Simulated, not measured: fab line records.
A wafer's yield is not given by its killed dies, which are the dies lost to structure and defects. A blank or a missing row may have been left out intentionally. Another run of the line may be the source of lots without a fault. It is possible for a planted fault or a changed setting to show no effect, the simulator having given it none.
Chamber matching :: flow sky130 :: cmp-02 running SKY_LI_CONTACT_CMP_02: 4 sister chambers
The step polishes PSG. 16 wafers are shown with their chamber, then 7 later ones without.

== WAFERS, EACH WITH ITS CHAMBER ==
wafer: L293.1
chamber: 0
motorCurrentA (A): 11.7
timeToEndpointS (s): 36

wafer: L293.2
chamber: 1
motorCurrentA (A): 12.9
timeToEndpointS (s): 34

wafer: L293.3
chamber: 3
motorCurrentA (A): 12.0
timeToEndpointS (s): 38

wafer: L294.1
chamber: 3
motorCurrentA (A): 12.4
timeToEndpointS (s): 34

wafer: L294.2
chamber: 0
motorCurrentA (A): 11.6
timeToEndpointS (s): 32

wafer: L294.4
chamber: 2
motorCurrentA (A): 13.3
timeToEndpointS (s): 33

wafer: L301.3
chamber: 0
motorCurrentA (A): 12.3
timeToEndpointS (s): 29

wafer: L301.4
chamber: 2
motorCurrentA (A): 13.3
timeToEndpointS (s): 31

wafer: L301.6
chamber: 2
motorCurrentA (A): 13.2
timeToEndpointS (s): 34

wafer: L302.3
chamber: 1
motorCurrentA (A): 13.5
timeToEndpointS (s): 33

wafer: L302.4
chamber: 2
motorCurrentA (A): 13.0
timeToEndpointS (s): 33

wafer: L302.6
chamber: 1
motorCurrentA (A): 13.9
timeToEndpointS (s): 36

wafer: L304.1
chamber: 0
motorCurrentA (A): 11.8
timeToEndpointS (s): 27

wafer: L304.2
chamber: 1
motorCurrentA (A): 13.6
timeToEndpointS (s): 28

wafer: L304.6
chamber: 0
motorCurrentA (A): 11.5
timeToEndpointS (s): 27

wafer: L308.2
chamber: 1
motorCurrentA (A): 13.6
timeToEndpointS (s): 30

SIGNATURES, as means of the wafers listed above
reading: motorCurrentA
chamber 0: 11.780
chamber 1: 13.500
chamber 2: 13.200
chamber 3: 12.200
scatter within a chamber: 0.298

reading: timeToEndpointS
chamber 0: 30.20
chamber 1: 32.20
chamber 2: 32.75
chamber 3: 36.00
scatter within a chamber: 3.06
Rule: a wafer lies at a distance from a chamber equal to the root of the sum of squares, over the readings, of (its reading less the chamber's mean, divided by the reading's scatter). If the next closest chamber is less than 2 further off than the closest, the wafer can't be placed; otherwise it belongs to the closest. How the scatter is found: for the shown wafers, subtract from each reading the mean of its chamber, square and add these, divide the total by (wafers less chambers), then take the root.

== WAFERS WITH NO CHAMBER GIVEN ==
wafer: L308.3
motorCurrentA (A): 11.5
timeToEndpointS (s): 32

wafer: L314.1
motorCurrentA (A): 14.1
timeToEndpointS (s): 31

wafer: L314.3
motorCurrentA (A): 12.2
timeToEndpointS (s): 34

wafer: L314.5
motorCurrentA (A): 13.5
timeToEndpointS (s): 28

wafer: L315.2
motorCurrentA (A): 12.0
timeToEndpointS (s): 29

wafer: L315.3
motorCurrentA (A): 13.1
timeToEndpointS (s): 32

wafer: L315.5
motorCurrentA (A): 11.6
timeToEndpointS (s): 34

== WHICH CHAMBER EACH WENT THROUGH ==
wafer: L308.3
from the rows above: can't be placed: 0 or 3
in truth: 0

wafer: L314.1
from the rows above: can't be placed: 1 or 2
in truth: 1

wafer: L314.3
from the rows above: can't be placed: 3 or 0
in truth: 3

wafer: L314.5
from the rows above: can't be placed: 1 or 2
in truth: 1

wafer: L315.2
from the rows above: can't be placed: 0 or 3
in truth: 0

wafer: L315.3
from the rows above: can't be placed: 2 or 1
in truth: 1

wafer: L315.5
from the rows above: can't be placed: 0 or 3
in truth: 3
0 of 7 placed correctly. These rows do not allow placing 7 (true chamber among the candidates in 7). Number placed wrongly: 0.
